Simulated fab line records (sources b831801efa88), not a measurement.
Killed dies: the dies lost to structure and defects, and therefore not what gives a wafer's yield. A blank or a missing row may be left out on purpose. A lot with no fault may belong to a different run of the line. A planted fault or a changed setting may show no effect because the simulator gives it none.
The tool behind it: which one?	flow gf180mcu	33 wafers from 11 lots sampled at 3 of the route's 602 steps

WHAT THE GAUGES READ, wafer by wafer
GF_M4_OVL_MEAS_15.
lot	measured	on	M4_OVL (nm)
L810	day 23 05:46	overlay-02	-5 3 6
L813	day 24 03:51	overlay-01	6 2 7
L814	day 24 21:15	overlay-01	-4 -6 -6
L815	day 25 02:34	overlay-01	-4 -3 -1
L817	day 26 05:18	overlay-01	3 6 4
L818	day 26 07:27	overlay-02	-2 0 5
L819	day 26 16:34	overlay-01	3 1 0
L827	day 28 19:30	overlay-01	-4 -1 -4
L828	day 29 00:10	overlay-01	-9 -9 -4
L829	day 29 11:53	overlay-01	4 2 0
L830	day 29 18:17	overlay-01	3 0 1

GF_V4_THK_MEAS_01.
lot	measured	on	V4_CVD_00_THK (nm)
L810	day 23 06:41	film-metro-04	610 604 601
L813	day 24 04:38	film-metro-04	602 586 604
L814	day 24 22:01	film-metro-01	590 604 587
L815	day 25 03:20	film-metro-04	596 602 603
L817	day 26 06:05	film-metro-01	612 601 600
L818	day 26 08:14	film-metro-02	604 595 606
L819	day 26 17:20	film-metro-01	608 594 601
L827	day 28 20:19	film-metro-01	601 602 597
L828	day 29 00:58	film-metro-02	600 605 601
L829	day 29 12:44	film-metro-04	596 595 592
L830	day 29 19:04	film-metro-02	604 600 604

GF_V4_THK_MEAS_03.
lot	measured	on	V4_CVD_02_THK (nm)
L810	day 23 06:49	film-metro-01	859 855 854
L813	day 24 04:45	film-metro-01	850 848 853
L814	day 24 22:09	film-metro-04	834 863 869
L815	day 25 03:29	film-metro-01	847 840 855
L817	day 26 06:13	film-metro-02	841 851 849
L818	day 26 08:22	film-metro-04	854 853 875
L819	day 26 17:28	film-metro-01	850 858 854
L827	day 28 20:26	film-metro-01	839 848 852
L828	day 29 01:06	film-metro-04	833 858 860
L829	day 29 12:53	film-metro-01	839 849 863
L830	day 29 19:14	film-metro-04	844 862 873

TOOL THAT RAN EACH LOT (tool first, then ch and the chambers of the sampled wafers, then the start)
The record holds no process step before these readings.

AS READ BY THE TOOLS THEMSELVES (means over the sampled wafers that have a number; for cases with no such wafer, the mark the record gives instead)
The record holds no such reading with a usual standard deviation.

THE ANSWER, worked out from the rows above alone
Rule: what is usual is taken from the lots themselves. The widest of any qualifying gaps counts: lots, ordered by their means at a reading, are off when they make up no more than a third of the lots, leave a main group of 4 or more, and stand apart from it by 3 or more times the standard deviation of that group's means. If all means in a main group match to the digits the tables above print for the reading, that group is not used. A lot without any number at a reading at which 4 lots or more have one is off too. Where the step has rows for the other lots, those lots are counted as sound. After the gauges, taken in route order, come the tools' own readings; for these a lot's mean is taken, as printed above. The first step at which some lot is off is used, and at that step the reading that is off furthest; a lot without a number counts as furthest.
No lot is off at any reading shown: from this, nothing can be told.

WHAT THE SIMULATOR HAD PUT IN
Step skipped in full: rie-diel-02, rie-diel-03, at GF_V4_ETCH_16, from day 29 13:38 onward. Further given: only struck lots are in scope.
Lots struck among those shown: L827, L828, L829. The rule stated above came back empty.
